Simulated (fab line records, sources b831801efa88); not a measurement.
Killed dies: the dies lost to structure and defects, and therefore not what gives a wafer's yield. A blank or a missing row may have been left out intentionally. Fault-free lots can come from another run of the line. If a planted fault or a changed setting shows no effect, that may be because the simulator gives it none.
Split-lot experiment :: flow sky130 :: 23 wafers read across 5 lots, on a route 708 steps long

== ON THE SPLIT ==
At SKY_METAL1_SPUTTER_01 (material TiN, target thk 20 nm, time 16.7 s), the setting timeS was moved away from the recipe's 16.7 s on 7 of the 23 wafers read, by -8.1% to +10.7%. All remaining wafers had this setting at the recipe value.

Reading taken at the split's own step.

== THE READING ==
TiN_of_METAL1_SPUTTER_01.thkNm (the simulator's own value, which no gauge read), in nm, at SKY_METAL1_SPUTTER_01 (material TiN, target thk 20 nm, time 16.7 s). The file gives no usual value for it. The 16 wafers here that ran the recipe average 19.97 nm, standard deviation 0.3 nm.

wafer: L074.1
tool, chamber at the split: pvdSputter-03, -
timeS as run, s: 16.7
against the recipe: recipe
TiN_of_METAL1_SPUTTER_01.thkNm, nm: 19.82
against lot-mates on the recipe: -

wafer: L074.2
tool, chamber at the split: pvdSputter-03, -
timeS as run, s: 15.34
against the recipe: -8.1%
TiN_of_METAL1_SPUTTER_01.thkNm, nm: 18.28
against lot-mates on the recipe: -1.43

wafer: L074.3
tool, chamber at the split: pvdSputter-03, -
timeS as run, s: 16.7
against the recipe: recipe
TiN_of_METAL1_SPUTTER_01.thkNm, nm: 19.63
against lot-mates on the recipe: -

wafer: L074.5
tool, chamber at the split: pvdSputter-03, -
timeS as run, s: 16.7
against the recipe: recipe
TiN_of_METAL1_SPUTTER_01.thkNm, nm: 19.69
against lot-mates on the recipe: -

wafer: L074.6
tool, chamber at the split: pvdSputter-03, -
timeS as run, s: 15.34
against the recipe: -8.1%
TiN_of_METAL1_SPUTTER_01.thkNm, nm: 17.96
against lot-mates on the recipe: -1.75

wafer: L079.2
tool, chamber at the split: pvdSputter-03, -
timeS as run, s: 16.7
against the recipe: recipe
TiN_of_METAL1_SPUTTER_01.thkNm, nm: 19.75
against lot-mates on the recipe: -

wafer: L079.4
tool, chamber at the split: pvdSputter-03, -
timeS as run, s: 16.7
against the recipe: recipe
TiN_of_METAL1_SPUTTER_01.thkNm, nm: 19.76
against lot-mates on the recipe: -

wafer: L079.5
tool, chamber at the split: pvdSputter-03, -
timeS as run, s: 16.7
against the recipe: recipe
TiN_of_METAL1_SPUTTER_01.thkNm, nm: 19.76
against lot-mates on the recipe: -

wafer: L082.1
tool, chamber at the split: pvdSputter-01, -
timeS as run, s: 18.49
against the recipe: +10.7%
TiN_of_METAL1_SPUTTER_01.thkNm, nm: 22.34
against lot-mates on the recipe: +2.18

wafer: L082.2
tool, chamber at the split: pvdSputter-01, -
timeS as run, s: 18.49
against the recipe: +10.7%
TiN_of_METAL1_SPUTTER_01.thkNm, nm: 22.24
against lot-mates on the recipe: +2.07

wafer: L082.3
tool, chamber at the split: pvdSputter-01, -
timeS as run, s: 18.49
against the recipe: +10.7%
TiN_of_METAL1_SPUTTER_01.thkNm, nm: 22.21
against lot-mates on the recipe: +2.05

wafer: L082.4
tool, chamber at the split: pvdSputter-01, -
timeS as run, s: 16.7
against the recipe: recipe
TiN_of_METAL1_SPUTTER_01.thkNm, nm: 20.18
against lot-mates on the recipe: -

wafer: L082.6
tool, chamber at the split: pvdSputter-01, -
timeS as run, s: 16.7
against the recipe: recipe
TiN_of_METAL1_SPUTTER_01.thkNm, nm: 20.15
against lot-mates on the recipe: -

wafer: L081.1
tool, chamber at the split: pvdSputter-03, -
timeS as run, s: 16.7
against the recipe: recipe
TiN_of_METAL1_SPUTTER_01.thkNm, nm: 20.36
against lot-mates on the recipe: -

wafer: L081.2
tool, chamber at the split: pvdSputter-03, -
timeS as run, s: 16.7
against the recipe: recipe
TiN_of_METAL1_SPUTTER_01.thkNm, nm: 20.45
against lot-mates on the recipe: -

wafer: L081.3
tool, chamber at the split: pvdSputter-03, -
timeS as run, s: 16.7
against the recipe: recipe
TiN_of_METAL1_SPUTTER_01.thkNm, nm: 20.12
against lot-mates on the recipe: -

wafer: L081.4
tool, chamber at the split: pvdSputter-03, -
timeS as run, s: 16.7
against the recipe: recipe
TiN_of_METAL1_SPUTTER_01.thkNm, nm: 20.35
against lot-mates on the recipe: -

wafer: L081.6
tool, chamber at the split: pvdSputter-03, -
timeS as run, s: 16.7
against the recipe: recipe
TiN_of_METAL1_SPUTTER_01.thkNm, nm: 20.41
against lot-mates on the recipe: -

wafer: L084.1
tool, chamber at the split: pvdSputter-03, -
timeS as run, s: 18.01
against the recipe: +7.8%
TiN_of_METAL1_SPUTTER_01.thkNm, nm: 21.31
against lot-mates on the recipe: +1.61

wafer: L084.2
tool, chamber at the split: pvdSputter-03, -
timeS as run, s: 16.7
against the recipe: recipe
TiN_of_METAL1_SPUTTER_01.thkNm, nm: 19.77
against lot-mates on the recipe: -

wafer: L084.3
tool, chamber at the split: pvdSputter-03, -
timeS as run, s: 16.7
against the recipe: recipe
TiN_of_METAL1_SPUTTER_01.thkNm, nm: 19.69
against lot-mates on the recipe: -

wafer: L084.4
tool, chamber at the split: pvdSputter-03, -
timeS as run, s: 16.7
against the recipe: recipe
TiN_of_METAL1_SPUTTER_01.thkNm, nm: 19.64
against lot-mates on the recipe: -

wafer: L084.6
tool, chamber at the split: pvdSputter-03, -
timeS as run, s: 18.01
against the recipe: +7.8%
TiN_of_METAL1_SPUTTER_01.thkNm, nm: 21.37
against lot-mates on the recipe: +1.67

FIT RESULTS
A straight line over all 23 wafers: TiN_of_METAL1_SPUTTER_01.thkNm changes by +0.21 nm for each +1% of timeS; r = +0.97; the points scatter about the line by 0.28 nm.
The same after taking each lot's own level away (the mean of its wafers on the recipe; 23 wafers): +0.198 nm for each +1%; r = +1.00; scatter 0.091 nm.
According to that fit, moving timeS by its largest amount changes the reading by 2.1 nm.
Measured against the standard deviation above, the lots' own levels, which go from 19.700 to 20.338 nm, span 2.2 times it.
Consequently the slope shifts little with the lot-to-lot level, the two slopes agreeing.
Check: for one of the wafers moved furthest among these (+10.7%), held out of the fit, the line's prediction against its lot-mates is +2.12 nm. Against them it came out at +2.18 nm.

== OTHER SPLITS ON THESE WAFERS ==
These wafers also went through other splits before the reading. Each is held against what the fit with the lots' levels taken away leaves over:
other split on the same wafers: SKY_LOCAL_INTERCONNECT_SPUTTER_00 powerW
wafers away from the commonest value: 8
r with TiN_of_METAL1_SPUTTER_01.thkNm (lot level and that fit taken away): +0.11

other split on the same wafers: SKY_LOCAL_INTERCONNECT_ETCH_13 timeS
wafers away from the commonest value: 11
r with TiN_of_METAL1_SPUTTER_01.thkNm (lot level and that fit taken away): +0.07

other split on the same wafers: SKY_CONTACT_HDPCVD_02 timeS
wafers away from the commonest value: 8
r with TiN_of_METAL1_SPUTTER_01.thkNm (lot level and that fit taken away): -0.04

other split on the same wafers: SKY_CONTACT_EXPOSE_11 doseMj
wafers away from the commonest value: 4
r with TiN_of_METAL1_SPUTTER_01.thkNm (lot level and that fit taken away): -0.39

other split on the same wafers: SKY_CONTACT_CVD_24 pressureTorr
wafers away from the commonest value: 15
r with TiN_of_METAL1_SPUTTER_01.thkNm (lot level and that fit taken away): +0.06

== THE FILE'S OWN FIT ==
TiN_of_METAL1_SPUTTER_01.thkNm changes by +0.199 nm for each +1% of timeS, r = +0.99.
